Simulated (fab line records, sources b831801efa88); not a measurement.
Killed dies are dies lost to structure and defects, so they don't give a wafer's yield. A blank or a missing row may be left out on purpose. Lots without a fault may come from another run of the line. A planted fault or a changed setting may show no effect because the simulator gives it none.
fab line records | flow gf180mcu
record lots=13 wafers=39 last_day=34
route steps=602 shown MVPSD@87 V1@359 M4@462 V4@498
lots that met no fault: from a run of the same line without faults
start_h: hours from the record's first day to the start of the lot's first wafer shown | wait_h: hours since the lot's step before | " the same as in the row above | L1.1+2: a row that stands for several wafers | - no value, or no start given | * or withheld: withheld | < > ~ a bound
route shown NAME@n: a module of which the file shows steps, and the number in the route of the first | usual: mean/standard deviation of fault-free wafers | same: alike in all rows | chamber/n: place in a boat | sites: the reading at each site | _std_site: their standard deviation | _edge_site: outer sites' mean less inner sites' | radius_mm: how far each site lies from the wafer's centre | mask NAME#n: copy n | behind: the tool/chamber that last shaped the wafer | hold: why the lot was held/for how many hours/how that ended | device: the transistor (n, p or np) that didn't switch | end of line: the same wafers' tests at the end of the route | a step without rows: its recipe alone | killed: dies lost to structure and defects at the first sort, not the wafer's yield | map: a wafer's dies, x killed, . not, _ none there
set.NAME: the setting as run; set.NAME@STEP: as run at that earlier step | model.NAME: the simulator's own value behind a step, which no gauge read
steps of the route over a sample of lots; a table a step, a row a wafer
services: from which hour (start_h, from the record's first day; less than 0 if before it) a tool's chamber was out of use, for how many hours, and why
## steps
# step GF_MVPSD_IMPLANT_09
# recipe species=B energy_kev=40 dose_cm2=5e+12 tilt_deg=0
# usual dose_ions_cm2=5e+12/5.3e+09 faraday_current_uA=28.2/0.53
# columns lot.wafer tool chamber start_h wait_h dose_ions_cm2 faraday_current_uA
L789.2 implanter-02 0 96.10 0.1 5.009e+12 27.3
L789.5 " 0 " " 5.01e+12 28.1
L789.6 " 0 " " 4.999e+12 27.9
L790.2 implanter-01 0 102.21 0.1 5.01e+12 28.1
L790.5 " 0 " " 5.008e+12 28.8
L790.6 " 0 " " 5.009e+12 28.4
L791.1 implanter-03 0 107.87 0.1 5.002e+12 28.3
L791.2 " 0 " " 4.997e+12 27.4
L791.4 " 0 " " 5.002e+12 28.1
L792.1 implanter-01 0 112.68 0.1 5.004e+12 27.3
L792.3 " 0 " " 5e+12 28.1
L792.6 " 0 " " 4.996e+12 28.9
L793.2 implanter-01 0 120.91 0.1 4.993e+12 29.0
L793.3 " 0 " " 5.003e+12 28.3
L793.5 " 0 " " 5e+12 27.9
L794.1 implanter-01 0 123.78 0.1 5.004e+12 28.7
L794.3 " 0 " " 5.007e+12 28.7
L794.4 " 0 " " 5.004e+12 28.1
L795.2 implanter-03 0 130.75 0.1 4.994e+12 29.0
L795.4 " 0 " " 4.998e+12 27.8
L795.6 " 0 " " 4.998e+12 29.0
L802.1 implanter-03 0 173.17 0.1 7.981e+12 44.4
L802.5 " 0 " " 7.974e+12 45.2
L802.6 " 0 " " 7.973e+12 45.3
L804.3 implanter-03 0 195.68 0.1 7.983e+12 45.2
L804.4 " 0 " " 7.988e+12 45.7
L804.6 " 0 " " 7.985e+12 45.3
L808.3 implanter-01 0 216.88 0.1 5.006e+12 27.8
L808.5 " 0 " " 4.999e+12 27.0
L808.6 " 0 " " 4.997e+12 29.3
L810.2 implanter-02 0 225.61 0.1 4.995e+12 28.4
L810.5 " 0 " " 4.988e+12 27.7
L810.6 " 0 " " 4.987e+12 28.2
L812.2 implanter-01 0 234.00 0.1 4.997e+12 28.1
L812.3 " 0 " " 4.997e+12 27.7
L812.6 " 0 " " 5.009e+12 27.7
L811.3 implanter-02 0 236.43 0.1 4.994e+12 27.7
L811.4 " 0 " " 4.999e+12 27.6
L811.5 " 0 " " 4.999e+12 28.2
# step GF_MVPSD_TW_MEAS_11
# usual MVPSD_TW=556/5.1
# columns lot.wafer tool chamber start_h wait_h MVPSD_TW
L789.2 film_metro-02 - 96.34 0.1 553
L789.5 " - " " 553
L789.6 " - " " 552
L790.2 film_metro-03 - 102.44 0.1 545
L790.5 " - " " 548
L790.6 " - " " 548
L791.1 film_metro-04 - 108.12 0.1 557
L791.2 " - " " 559
L791.4 " - " " 557
L792.1 film_metro-04 - 112.93 0.1 555
L792.3 " - " " 559
L792.6 " - " " 558
L793.2 film_metro-04 - 121.14 0.1 560
L793.3 " - " " 563
L793.5 " - " " 562
L794.1 film_metro-04 - 124.03 0.1 564
L794.3 " - " " 564
L794.4 " - " " 564
L795.2 film_metro-02 - 130.99 0.1 550
L795.4 " - " " 551
L795.6 " - " " 554
L802.1 film_metro-04 - 173.42 0.1 576
L802.5 " - " " 576
L802.6 " - " " 578
L804.3 film_metro-04 - 195.90 0.1 576
L804.4 " - " " 575
L804.6 " - " " 575
L808.3 film_metro-02 - 217.10 0.1 556
L808.5 " - " " 552
L808.6 " - " " 555
L810.2 film_metro-02 - 225.84 0.1 552
L810.5 " - " " 554
L810.6 " - " " 556
L812.2 film_metro-04 - 234.24 0.1 561
L812.3 " - " " 561
L812.6 " - " " 559
L811.3 film_metro-02 - 236.65 0.1 554
L811.4 " - " " 551
L811.5 " - " " 555
# step GF_VT_IMPLANT_RS_MEAS_49
# recipe thk_meas_gauge=four-point-probe
# usual MVPSD_RS=1169/3.5
# columns lot.wafer tool chamber start_h wait_h MVPSD_RS[ohm/sq]
L789.2 film_metro-04 - 154.97 0.1 1175
L789.5 " - " " 1172
L789.6 " - " " 1173
L790.2 film_metro-03 - 161.91 0.1 1175
L790.5 " - " " 1171
L790.6 " - " " 1173
L791.1 film_metro-04 - 168.62 0.1 1171
L791.2 " - " " 1170
L791.4 " - " " 1168
L792.1 film_metro-02 - 173.85 0.1 1166
L792.3 " - " " 1168
L792.6 " - " " 1163
L793.2 film_metro-02 - 183.27 0.1 1160
L793.3 " - " " 1163
L793.5 " - " " 1163
L794.1 film_metro-03 - 188.97 0.1 1161
L794.3 " - " " 1160
L794.4 " - " " 1163
L795.2 film_metro-02 - 196.44 0.1 1170
L795.4 " - " " 1168
L795.6 " - " " 1168
L802.1 film_metro-03 - 245.57 0.1 1060
L802.5 " - " " 1061
L802.6 " - " " 1061
L804.3 film_metro-03 - 267.71 0.1 1062
L804.4 " - " " 1065
L804.6 " - " " 1061
L808.3 film_metro-02 - 292.69 0.1 1167
L808.5 " - " " 1169
L808.6 " - " " 1165
L810.2 film_metro-03 - 302.27 0.1 1169
L810.5 " - " " 1165
L810.6 " - " " 1167
L812.2 film_metro-04 - 310.89 0.1 1169
L812.3 " - " " 1170
L812.6 " - " " 1169
L811.3 film_metro-04 - 314.26 0.1 1172
L811.4 " - " " 1176
L811.5 " - " " 1174
# step GF_V1_RS_MEAS_24
# recipe thk_meas_gauge=four-point-probe reads=W_of_V1_CVD_23+TiN_of_V1_SPUTTER_22+Ti_of_V1_SPUTTER_21
# usual V1_W_RS=0.328/0.0037
# columns lot.wafer tool chamber start_h wait_h V1_W_RS[ohm/sq]
L789.2 film_metro-04 - 405.47 0.1 0.321
L789.5 " - " " 0.321
L789.6 " - " " 0.325
L790.2 film_metro-04 - 412.62 0.1 0.329
L790.5 " - " " 0.324
L790.6 " - " " 0.326
L791.1 film_metro-01 - 425.93 0.2 0.329
L791.2 " - " " 0.328
L791.4 " - " " 0.328
L792.1 film_metro-02 - 430.87 0.1 0.326
L792.3 " - " " 0.326
L792.6 " - " " 0.325
L793.2 film_metro-01 - 441.15 0.1 0.329
L793.3 " - " " 0.323
L793.5 " - " " 0.329
L794.1 film_metro-04 - 452.89 0.1 0.333
L794.3 " - " " 0.333
L794.4 " - " " 0.329
L795.2 film_metro-02 - 468.54 0.1 0.329
L795.4 " - " " 0.330
L795.6 " - " " 0.321
L802.1 film_metro-01 - 533.79 0.1 0.331
L802.5 " - " " 0.333
L802.6 " - " " 0.333
L804.3 film_metro-04 - 554.41 0.1 0.325
L804.4 " - " " 0.325
L804.6 " - " " 0.330
L808.3 film_metro-01 - 581.63 0.1 0.324
L808.5 " - " " 0.323
L808.6 " - " " 0.327
L810.2 film_metro-02 - 592.07 0.1 0.329
L810.5 " - " " 0.329
L810.6 " - " " 0.327
L812.2 film_metro-04 - 601.86 0.1 0.328
L812.3 " - " " 0.331
L812.6 " - " " 0.334
L811.3 film_metro-02 - 605.49 0.1 0.331
L811.4 " - " " 0.328
L811.5 " - " " 0.329
# step GF_M4_THK_MEAS_06
# recipe thk_meas_gauge=xrf reads=AlCu_of_M4_SPUTTER_02
# usual M4_ALCU_THK=446/3.8
# columns lot.wafer tool chamber start_h wait_h M4_ALCU_THK[nm]
L789.2 film_metro-01 - 507.68 0.1 446
L789.5 " - " " 448
L789.6 " - " " 453
L790.2 film_metro-03 - 515.68 0.1 452
L790.5 " - " " 449
L790.6 " - " " 444
L791.1 film_metro-03 - 527.35 0.1 444
L791.2 " - " " 451
L791.4 " - " " 447
L792.1 film_metro-04 - 532.70 0.1 450
L792.3 " - " " 450
L792.6 " - " " 446
L793.2 film_metro-04 - 545.27 0.1 447
L793.3 " - " " 446
L793.5 " - " " 444
L794.1 film_metro-04 - 552.09 0.1 443
L794.3 " - " " 447
L794.4 " - " " 449
L795.2 film_metro-03 - 567.16 0.1 442
L795.4 " - " " 443
L795.6 " - " " 444
L802.1 film_metro-01 - 625.89 0.1 444
L802.5 " - " " 448
L802.6 " - " " 455
L804.3 film_metro-01 - 646.06 0.1 443
L804.4 " - " " 438
L804.6 " - " " 447
L808.3 film_metro-03 - 669.91 0.1 443
L808.5 " - " " 443
L808.6 " - " " 442
L810.2 film_metro-01 - 679.63 0.1 443
L810.5 " - " " 442
L810.6 " - " " 448
L812.2 film_metro-03 - 685.87 0.1 450
L812.3 " - " " 444
L812.6 " - " " 445
L811.3 film_metro-03 - 692.23 0.1 441
L811.4 " - " " 441
L811.5 " - " " 443
# step GF_V4_SPUTTER_22
# recipe material=TiN target_thk_nm=10 chamber_pressure_pa=5 power_w=4000 time_s=40
# usual cathode_dc_power_W=3999.8/0.76 throttle_valve_pct=29.9/0.88
# columns lot.wafer tool chamber start_h wait_h cathode_dc_power_W throttle_valve_pct
L789.2 pvd_sputter-01 - 555.32 0.0 3998.1 30.6
L789.5 " - " " 3999.1 29.5
L789.6 " - " " 4000.9 30.2
L790.2 pvd_sputter-01 - 562.12 0.0 3999.8 30.6
L790.5 " - " " 3998.8 30.0
L790.6 " - " " 4000.7 30.3
L791.1 pvd_sputter-01 - 573.79 0.0 4000.9 30.0
L791.2 " - " " 3999.7 30.4
L791.4 " - " " 4000.4 29.5
L792.1 pvd_sputter-02 - 580.43 0.0 3999.9 29.1
L792.3 " - " " 4000.1 31.5
L792.6 " - " " 3999.4 31.5
L793.2 pvd_sputter-01 - 591.21 0.0 3999.7 29.5
L793.3 " - " " 4000.1 30.3
L793.5 " - " " 4000.4 29.2
L794.1 pvd_sputter-01 - 597.89 0.0 4001.2 30.4
L794.3 " - " " 3999.8 30.6
L794.4 " - " " 4000.7 29.8
L795.2 pvd_sputter-03 - 611.26 0.0 4000.3 28.0
L795.4 " - " " 3999.3 30.7
L795.6 " - " " 4000.2 28.2
L802.1 pvd_sputter-03 - 668.07 0.0 3999.6 31.1
L802.5 " - " " 4000.2 28.8
L802.6 " - " " 4000.8 30.9
L804.3 pvd_sputter-01 - 686.55 0.0 4000.1 30.5
L804.4 " - " " 4000.9 30.2
L804.6 " - " " 4000.0 30.3
L808.3 pvd_sputter-02 - 709.25 0.0 3999.3 29.2
L808.5 " - " " 4000.5 31.3
L808.6 " - " " 3999.4 28.9
L810.2 pvd_sputter-01 - 718.77 0.0 3999.3 30.0
L810.5 " - " " 3998.9 30.1
L810.6 " - " " 4000.2 29.2
L812.2 pvd_sputter-01 - 724.51 0.0 3997.9 29.5
L812.3 " - " " 4000.4 30.2
L812.6 " - " " 3999.6 29.4
L811.3 pvd_sputter-03 - 729.18 0.0 3998.0 27.9
L811.4 " - " " 3998.9 28.7
L811.5 " - " " 3999.5 28.2
## services
# columns tool chamber start_h hours kind
pvd_sputter-01 - 112.75 4.6 repair
implanter-01 - 167.32 3.6 pm
pvd_sputter-01 - 190.96 1.2 repair
implanter-01 - 259.23 4.8 repair
implanter-03 - 268.98 2.9 repair
implanter-03 - 306.05 3.6 repair
implanter-03 - 312.92 4.8 repair
implanter-01 - 321.44 1.2 repair
implanter-03 - 321.46 98.0 repair
pvd_sputter-01 - 409.91 2.2 repair
implanter-03 - 419.42 4.1 pm
implanter-01 - 431.90 2.5 pm
pvd_sputter-01 - 481.79 4.2 repair
implanter-01 - 483.05 22.6 pm
implanter-03 - 518.55 9.5 repair
pvd_sputter-01 - 532.03 4.8 repair
implanter-03 - 583.37 4.8 repair
implanter-03 - 584.63 5.1 repair
implanter-01 - 592.06 16.3 pm
implanter-01 - 615.10 8.3 repair
implanter-01 - 656.61 4.9 pm
implanter-01 - 664.36 1.1 repair
pvd_sputter-01 - 703.84 0.8 repair
implanter-01 - 723.56 1.8 repair
## key
first_sign step=GF_MVPSD_IMPLANT_09 reading=dose_ions_cm2 direction=up sigmas=99+ usual=5e+12 struck=7.981e+12
effect step=GF_MVPSD_IMPLANT_09 reading=faraday_current_uA direction=up sigmas=32 usual=28.2 struck=45.2
effect step=GF_MVPSD_TW_MEAS_11 reading=MVPSD_TW direction=up sigmas=4 usual=556 struck=576
effect step=GF_VT_IMPLANT_RS_MEAS_49 reading=MVPSD_RS direction=down sigmas=31 usual=1169 struck=1062
met_at GF_MVPSD_IMPLANT_09
struck_lots L802,L804
tester_left_out L802,L804
not_acting_at GF_V1_RS_MEAS_24,GF_M4_THK_MEAS_06,GF_V4_SPUTTER_22
onset_between 130.75 173.17
fault kind=process_parameter_drift tool=implanter-03 chamber=- onset_h=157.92 steps=GF_MVPSD_IMPLANT_09 channel=dose_cm2 offset=2.9779e+12 shape=step end_h=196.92 acts_in=these_recipes_only stated=5e+12
# tester_left_out: of these lots the tester's yield and bins aren't shown, on N5 and GAA mostly nor the transistor test; their killed dies are dies lost to structure and defects alone, not to doping, threshold or leakage, so they don't give the yield
